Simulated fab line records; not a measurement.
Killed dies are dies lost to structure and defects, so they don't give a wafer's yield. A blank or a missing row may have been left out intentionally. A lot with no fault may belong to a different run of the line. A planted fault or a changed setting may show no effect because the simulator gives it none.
Problem report, 8D (eight disciplines) form, completed by code :: flow gf180mcu :: the parts of the form that need people (team, actions taken, sign-off) are left out

## 1. THE ISSUE
GF_V4_SOFTBAKE_10, run-length-s: mean 96.72 s on 2 wafers (1 lot); fault-free wafers 89.07 s, standard deviation 0.17. Relative to the usual mean, that is a shift of +45 standard deviations.
The step: time 60 s.
First observed at day 27 13:00: wafer L154.1, on litho-track-01. The record holds 39 wafers of 13 lots with a number at this step. By rule, "out" or "out of limits" means more than 4 standard deviations away from the usual mean. Any other wafer with a number is counted as sound.

## 2. WHAT IT IS, AND WHAT IT ISN'T
question: which readings at this step
is: run-length-s
is not: -

question: which lots
is: L154
is not: L143, L145, L146, L147, L158, L159, L160, L161, L162, L163, L164, L166

question: which wafers of those lots
is: L154.1, L154.2
is not: L154.6

question: read on which tools
is: litho-track-01
is not: litho-track-02, litho-track-03

question: when
is: from day 27 13:00
is not: up to then (13 sound wafers); but 24 sound wafers of L158, L159, L160, L161, L162, L163, L164, L166 came after

## 3. WHAT RULES OUT EACH SUSPECT
Counting: if a tool at a process step up to the reading ran every lot that is out, it stays a suspect. Sound lots after the first of them don't rule it out here, since some wafers of a struck lot are sound.
- cvd-w-02 at GF_V1_CVD_23 (deposits W, target thk 350 nm, time 105.05 s): kept. The lot that is out, L154, ran on it at day 22 06:14; the last sound lot it ran before that was L145, at day 18 21:03.
- pvd-sputter-02 at GF_V3_SPUTTER_21 (material Ti, target thk 15 nm, time 80.02 s): kept. It ran the lot that is out, L154 (day 26 04:22).
- litho-track-01 at GF_V4_SOFTBAKE_10 (time 60 s): kept. The lot that is out, L154, ran on it at day 27 13:00; the last sound lot it ran before that was L146, at day 25 04:00. Its own readings are out on those wafers: run-length-s.
The count leaves cvd-w-02 at GF_V1_CVD_23, pvd-sputter-02 at GF_V3_SPUTTER_21, and litho-track-01 at GF_V4_SOFTBAKE_10.

## 4. THE CAUSE (what the simulator had put in)
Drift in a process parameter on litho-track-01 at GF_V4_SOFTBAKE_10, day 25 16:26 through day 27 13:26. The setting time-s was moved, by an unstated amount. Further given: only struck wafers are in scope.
After counting, 3 suspects remain, this tool included.

## 5. THE CHAIN OF EFFECTS, in route order
One row per reading whose mean, taken over the struck wafers that have a number, lies over 3 standard deviations from the usual. Readings are gone through only where the record gives a usual standard deviation; hours: the median, over the lots, of the time from a lot's start at the first step in this table giving one to that lot's start at this step; sigmas: the change measured in usual standard deviations.
hours: 0
step: GF_V4_SOFTBAKE_10
reading: run-length-s
usual: 89.07 s
on struck wafers: 96.72
change: +7.66
sigmas: +45
Here are the process steps it includes:
- GF_V4_SOFTBAKE_10: time 60 s.

## 6. HOW IT WOULD HAVE BEEN CAUGHT EARLIER
First out-of-limits reading in this record: day 27 13:00, which is 45 hours after fault onset at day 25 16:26.
